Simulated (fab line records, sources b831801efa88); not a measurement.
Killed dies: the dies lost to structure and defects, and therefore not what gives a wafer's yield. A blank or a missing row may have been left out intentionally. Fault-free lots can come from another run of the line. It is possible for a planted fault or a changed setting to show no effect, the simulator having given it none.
Which tool did it? / flow gf180mcu / 18 wafers from 6 lots sampled at 3 of the route's 602 steps

== WHAT THE GAUGES READ, wafer by wafer ==
GF_PASSIVATION_THK_MEAS_03.
lot=L757; measured=day 28 11:52; on=film-metro-04; PASSIVATION_CVD_02_THK (nm)=699 702 713
lot=L760; measured=day 29 11:52; on=film-metro-04; PASSIVATION_CVD_02_THK (nm)=698 702 693
lot=L769; measured=day 32 00:00; on=film-metro-02; PASSIVATION_CVD_02_THK (nm)=691 695 694
lot=L772; measured=day 32 19:04; on=film-metro-01; PASSIVATION_CVD_02_THK (nm)=700 701 701
lot=L775; measured=day 33 10:25; on=film-metro-04; PASSIVATION_CVD_02_THK (nm)=693 709 702
lot=L776; measured=day 33 13:47; on=film-metro-01; PASSIVATION_CVD_02_THK (nm)=687 694 703

== TOOL THAT RAN EACH LOT (tool first, then ch and the chambers of the sampled wafers, then the start) ==
lot=L757; GF_MIM_SPUTTER_07=pvd-sputter-03, day 24 19:43; GF_V5_CMP_04=cmp-01 ch 0,2,3, day 26 16:19
lot=L760; GF_MIM_SPUTTER_07=pvd-sputter-03, day 26 00:34; GF_V5_CMP_04=cmp-01 ch 0,2,3, day 27 18:00
lot=L769; GF_MIM_SPUTTER_07=pvd-sputter-01, day 28 17:28; GF_V5_CMP_04=cmp-02 ch 1,2, day 30 08:52
lot=L772; GF_MIM_SPUTTER_07=pvd-sputter-01, day 29 16:01; GF_V5_CMP_04=cmp-01 ch 0,2,3, day 31 06:13
lot=L775; GF_MIM_SPUTTER_07=pvd-sputter-01, day 30 10:01; GF_V5_CMP_04=cmp-01 ch 1,2,3, day 31 22:34
lot=L776; GF_MIM_SPUTTER_07=pvd-sputter-02, day 30 14:46; GF_V5_CMP_04=cmp-01 ch 0,3, day 32 02:54
- GF_MIM_SPUTTER_07: material TiN, target thk 60 nm, time 50 s.
- GF_V5_CMP_04: polishes SiO2.

== THE ANSWER, worked out from the rows above alone ==
Rule: the lots themselves supply what counts as usual. The widest of any qualifying gaps counts: lots, ordered by their means at a reading, are off when they make up no more than a third of the lots, leave a main group of 4 or more, and stand apart from it by 3 or more times the standard deviation of that group's means. If all means in a main group match to the digits the tables above print for the reading, that group is not used. A lot without any number at a reading at which 4 lots or more have one is off too. The other lots that the step has rows for count as sound.
Nothing can be told from this: no lot is off at any reading shown.

== WHAT THE SIMULATOR HAD PUT IN ==
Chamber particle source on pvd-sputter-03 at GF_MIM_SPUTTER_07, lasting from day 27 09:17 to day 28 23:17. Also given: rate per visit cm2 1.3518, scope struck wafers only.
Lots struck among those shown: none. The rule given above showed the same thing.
